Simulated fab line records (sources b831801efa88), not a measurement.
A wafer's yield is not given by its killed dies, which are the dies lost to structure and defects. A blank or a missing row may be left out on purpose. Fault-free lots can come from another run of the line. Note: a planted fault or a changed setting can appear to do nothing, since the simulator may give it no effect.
Which of the tools did it? ; flow sky130 ; 43 wafers from 15 lots sampled at 2 of the route's 708 steps

## WHAT THE GAUGES SHOWED, per wafer
SKY_VT_ADJUST_NCORE_TW_MEAS_11.
lot;measured;on;VT_ADJUST_NCORE_TW
L665;day 8 14:22;film-metro-03;221.3 221.6 222.3
L666;day 8 22:31;film-metro-03;222.8 222.1 222.3
L667;day 9 07:49;film-metro-02;217.4 218.1 217.7
L668;day 9 17:56;film-metro-02;232.0 231.8
L670;day 10 10:56;film-metro-02;217.2 233.2
L671;day 10 11:56;film-metro-01;235.3 220.7 221.2
L679;day 12 18:54;film-metro-01;221.7 221.3 221.2
L680;day 12 21:41;film-metro-01;220.7 222.1 220.9
L682;day 13 14:17;film-metro-01;222.3 222.0 223.7
L683;day 14 02:34;film-metro-02;218.0 218.0 217.9
L684;day 14 10:05;film-metro-03;221.1 220.7 221.9
L685;day 14 18:09;film-metro-03;222.6 221.0 222.7
L686;day 14 20:51;film-metro-02;219.4 218.1 217.7
L687;day 15 01:32;film-metro-02;216.8 217.4 217.2
L688;day 15 10:10;film-metro-03;221.0 220.7 221.4

## TOOL THAT RAN EACH LOT (tool first, then ch and the chambers of the sampled wafers, then the start)
lot;SKY_VT_ADJUST_NCORE_IMPLANT_09
L665;implanter-01 ch 0, day 8 14:07
L666;implanter-01 ch 0, day 8 22:16
L667;implanter-01 ch 0, day 9 07:35
L668;implanter-01 ch 0, day 9 17:43
L670;implanter-01 ch 0, day 10 10:41
L671;implanter-01 ch 0, day 10 11:43
L679;implanter-02 ch 0, day 12 18:40
L680;implanter-02 ch 0, day 12 21:26
L682;implanter-03 ch 0, day 13 14:02
L683;implanter-01 ch 0, day 14 02:20
L684;implanter-02 ch 0, day 14 09:50
L685;implanter-01 ch 0, day 14 17:55
L686;implanter-03 ch 0, day 14 20:38
L687;implanter-03 ch 0, day 15 01:17
L688;implanter-02 ch 0, day 15 09:55
- SKY_VT_ADJUST_NCORE_IMPLANT_09

## WHAT THE TOOLS THEMSELVES READ (means of the sampled wafers that have a number; where no wafer has one, the mark that the record gives instead)
SKY_VT_ADJUST_NCORE_IMPLANT_09.
lot;tool;beam-on-s (s);faraday-current-uA
L665;implanter-01;10.04;13.5
L666;implanter-01;10.03;13.5
L667;implanter-01;10.21;13.2
L668;implanter-01;12.52;10.8
L670;implanter-01;10.97;12.3
L671;implanter-01;11.04;12.4
L679;implanter-02;10.09;13.4
L680;implanter-02;9.84;13.8
L682;implanter-03;10.19;13.3
L683;implanter-01;9.97;13.6
L684;implanter-02;9.76;13.8
L685;implanter-01;10.29;13.2
L686;implanter-03;10.02;13.5
L687;implanter-03;9.88;13.7
L688;implanter-02;9.93;13.7

## THE ANSWER, worked out from the rows above alone
Rule: usual is defined by the lots themselves. Put in order of their means at a reading, lots are off if they are a third of the lots or fewer, leave a main group of 4 or more, and stand apart from it by a gap of 3 or more times the standard deviation of the main group's means; of several such gaps the widest counts. A main group whose means are all the same, to the digits that the tables above print for the reading, isn't used. Also off: a lot with no number at a reading for which 4 or more lots have one. All remaining lots with rows at the step are treated as sound. First the gauges in route order, then the tools' own readings, where a lot's mean is used as printed above. At the first step where some lot is off, the reading lying furthest off is the one used; lots without a number count as furthest.
Off: L668, L670, L671, at SKY_VT_ADJUST_NCORE_IMPLANT_09 (beam-on-s). Mean 10.02 s and standard deviation 0.15 in the main group.
If a tool, at that step or one of the process steps before it, ran each lot that is off and ran no sound lot following the first of them, it fits. No candidate that was tried fits.

## WHAT WAS PUT IN BY THE SIMULATOR
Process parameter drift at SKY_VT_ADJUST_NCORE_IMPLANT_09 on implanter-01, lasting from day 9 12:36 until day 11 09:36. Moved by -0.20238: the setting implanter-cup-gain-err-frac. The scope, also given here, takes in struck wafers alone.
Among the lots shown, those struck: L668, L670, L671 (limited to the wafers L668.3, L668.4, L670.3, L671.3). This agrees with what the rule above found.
